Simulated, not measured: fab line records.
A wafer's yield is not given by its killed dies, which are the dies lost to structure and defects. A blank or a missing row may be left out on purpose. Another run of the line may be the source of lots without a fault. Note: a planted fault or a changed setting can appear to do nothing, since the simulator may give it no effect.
Which of the tools did it? + flow gf180mcu + 45 wafers from 15 lots sampled at 4 of the route's 602 steps

== WHAT THE GAUGES SHOWED, per wafer ==
GF_VT_IMPLANT_RS_MEAS_46: a four-point-probe measurement. Usual: for MVSD_RS the level is 456.6 ohm/sq and the standard deviation is 1.3.
| lot  | measured     | on            | MVSD_RS (ohm/sq)  | flag |
|------|--------------|---------------|-------------------|------|
| L987 | day 8 01:32  | film metro-04 | 456.7 455.3 454.2 |      |
| L989 | day 8 15:58  | film metro-02 | 456.4 456.3 455.7 |      |
| L990 | day 8 21:47  | film metro-01 | 456.8 456.7 458.2 |      |
| L991 | day 9 05:41  | film metro-04 | 458.2 458.1 457.8 |      |
| L997 | day 10 23:50 | film metro-04 | 455.9 455.1 455.7 |      |
| L998 | day 11 07:51 | film metro-02 | 456.6 456.3 454.5 |      |
| L100 | day 11 22:12 | film metro-02 | 455.0 455.9 455.5 |      |
| L101 | day 12 04:40 | film metro-01 | 458.2 456.3 457.6 |      |
| L102 | day 12 08:44 | film metro-02 | 456.8 456.2 457.0 |      |
| L103 | day 12 20:26 | film metro-01 | 456.0 457.1 457.0 |      |
| L104 | day 13 01:25 | film metro-02 | 457.5 456.4 457.8 |      |
| L105 | day 13 07:42 | film metro-04 | 459.0 458.5 458.0 |      |
| L106 | day 13 14:11 | film metro-02 | 455.0 454.6 455.9 |      |
| L107 | day 13 21:56 | film metro-04 | 455.2 455.2 455.4 |      |
| L108 | day 14 04:47 | film metro-04 | 458.8 457.7 458.5 |      |

GF_POLY_GATE_THK_MEAS_01. Usual: for POLY_GATE_CVD_00_THK the level is 200.0 nm and the standard deviation is 2.1.
| lot  | measured     | on            | POLY_GATE_CVD_00_THK (nm) | flag |
|------|--------------|---------------|---------------------------|------|
| L987 | day 9 00:19  | film metro-03 | 202.1 200.7 200.9         |      |
| L989 | day 9 15:18  | film metro-02 | 201.1 199.6 199.9         |      |
| L990 | day 9 22:49  | film metro-01 | 200.5 199.4 200.5         |      |
| L991 | day 10 04:40 | film metro-02 | 202.2 203.3 202.6         |      |
| L997 | day 12 01:48 | film metro-01 | 200.4 198.9 200.3         |      |
| L998 | day 12 09:38 | film metro-01 | 199.4 197.6 196.9         |      |
| L100 | day 12 23:45 | film metro-03 | 201.5 200.2 198.9         |      |
| L101 | day 13 06:25 | film metro-01 | 203.9 201.4 203.9         |      |
| L102 | day 13 10:52 | film metro-01 | 200.5 200.9 199.9         |      |
| L103 | day 13 22:31 | film metro-03 | 200.5 201.7 200.0         |      |
| L104 | day 14 03:10 | film metro-03 | 198.5 197.3 198.8         |      |
| L105 | day 14 09:15 | film metro-02 | 199.6 202.1 200.7         |      |
| L106 | day 14 15:47 | film metro-02 | 195.9 196.5 196.5         |      |
| L107 | day 15 01:06 | film metro-01 | 194.9 196.3 195.8         |      |
| L108 | day 15 09:31 | film metro-01 | 201.6 201.0 201.2         |      |

GF_HV_LDD_THK_MEAS_57. Usual: for HV_LDD_CVD_56_THK the level is 90.1 nm and the standard deviation is 0.79.
| lot  | measured     | on            | HV_LDD_CVD_56_THK (nm) | flag |
|------|--------------|---------------|------------------------|------|
| L987 | day 13 04:44 | film metro-02 | 90.5 90.5 90.9         |      |
| L989 | day 13 22:43 | film metro-01 | 90.7 89.8 90.3         |      |
| L990 | day 14 08:13 | film metro-04 | 89.5 90.0 89.3         |      |
| L991 | day 14 13:46 | film metro-01 | 89.2 89.6 90.0         |      |
| L997 | day 16 17:18 | film metro-04 | 89.1 89.4 89.6         |      |
| L998 | day 17 03:47 | film metro-04 | 90.9 90.7 90.9         |      |
| L100 | day 17 16:26 | film metro-02 | 90.7 90.8 91.2         |      |
| L101 | day 18 02:29 | film metro-02 | 90.0 90.2 89.3         |      |
| L102 | day 18 06:59 | film metro-01 | 90.5 90.8 89.6         |      |
| L103 | day 18 21:54 | film metro-01 | 90.7 90.0 90.7         |      |
| L104 | day 19 03:04 | film metro-04 | 89.9 89.4 89.7         |      |
| L105 | day 19 08:37 | film metro-04 | 91.2 91.2 91.4         |      |
| L106 | day 19 16:19 | film metro-04 | 89.5 89.6 90.1         |      |
| L107 | day 20 02:29 | film metro-01 | 87.6 88.1 87.5         |      |
| L108 | day 20 12:48 | film metro-04 | 89.4 89.4 89.9         |      |

== TOOL THAT RAN EACH LOT (tool first, then ch and the chambers of the sampled wafers, then the start) ==
| lot  | GF_HV_LDD_HMDS_13                 |
|------|-----------------------------------|
| L987 | litho track-02 ch 0, day 10 22:06 |
| L989 | litho track-04 ch 0, day 11 15:55 |
| L990 | litho track-04 ch 0, day 11 23:50 |
| L991 | litho track-04 ch 0, day 12 05:44 |
| L997 | litho track-03 ch 0, day 14 06:50 |
| L998 | litho track-03 ch 0, day 14 15:14 |
| L100 | litho track-02 ch 0, day 15 04:55 |
| L101 | litho track-03 ch 0, day 15 12:04 |
| L102 | litho track-04 ch 0, day 15 17:08 |
| L103 | litho track-04 ch 0, day 16 06:08 |
| L104 | litho track-03 ch 0, day 16 11:25 |
| L105 | litho track-04 ch 0, day 16 16:52 |
| L106 | litho track-03 ch 0, day 17 00:29 |
| L107 | litho track-04 ch 0, day 17 09:44 |
| L108 | litho track-04 ch 0, day 17 19:56 |
- GF_HV_LDD_HMDS_13: prime time 60 s.

== WHAT THE TOOLS THEMSELVES READ (means of the sampled wafers that have a number; where no wafer has one, the mark that the record gives instead) ==
GF_HV_LDD_HMDS_13. Usual: prime temp c reads 119.98 C (standard deviation 0.13).
| lot  | tool           | prime temp c (C) | flag |
|------|----------------|------------------|------|
| L987 | litho track-02 | 120.03           |      |
| L989 | litho track-04 | 117.23           | OFF  |
| L990 | litho track-04 | 117.12           | OFF  |
| L991 | litho track-04 | 117.05           | OFF  |
| L997 | litho track-03 | 119.96           |      |
| L998 | litho track-03 | 120.15           |      |
| L100 | litho track-02 | 120.00           |      |
| L101 | litho track-03 | 119.83           |      |
| L102 | litho track-04 | 119.96           |      |
| L103 | litho track-04 | 119.97           |      |
| L104 | litho track-03 | 119.94           |      |
| L105 | litho track-04 | 120.01           |      |
| L106 | litho track-03 | 119.90           |      |
| L107 | litho track-04 | 120.04           |      |
| L108 | litho track-04 | 119.98           |      |

== THE ANSWER, worked out from the rows above alone ==
Rule: a lot is off if the mean of its wafers that have a number lies more than 3 standard deviations from the usual mean. Also off: a lot with no number at a reading for which 4 or more lots have one. The other lots that the step has rows for count as sound. First the gauges in route order, then the tools' own readings, where a lot's mean is used as printed above. At the first step where some lot is off, the reading lying furthest off is the one used; lots without a number count as furthest.
Off at GF_HV_LDD_HMDS_13 (prime temp c): L989, L990, L991.
If a tool, at that step or one of the process steps before it, ran each lot that is off and ran no sound lot following the first of them, it fits. No candidate that was tried fits.

== WHAT WAS PUT IN BY THE SIMULATOR ==
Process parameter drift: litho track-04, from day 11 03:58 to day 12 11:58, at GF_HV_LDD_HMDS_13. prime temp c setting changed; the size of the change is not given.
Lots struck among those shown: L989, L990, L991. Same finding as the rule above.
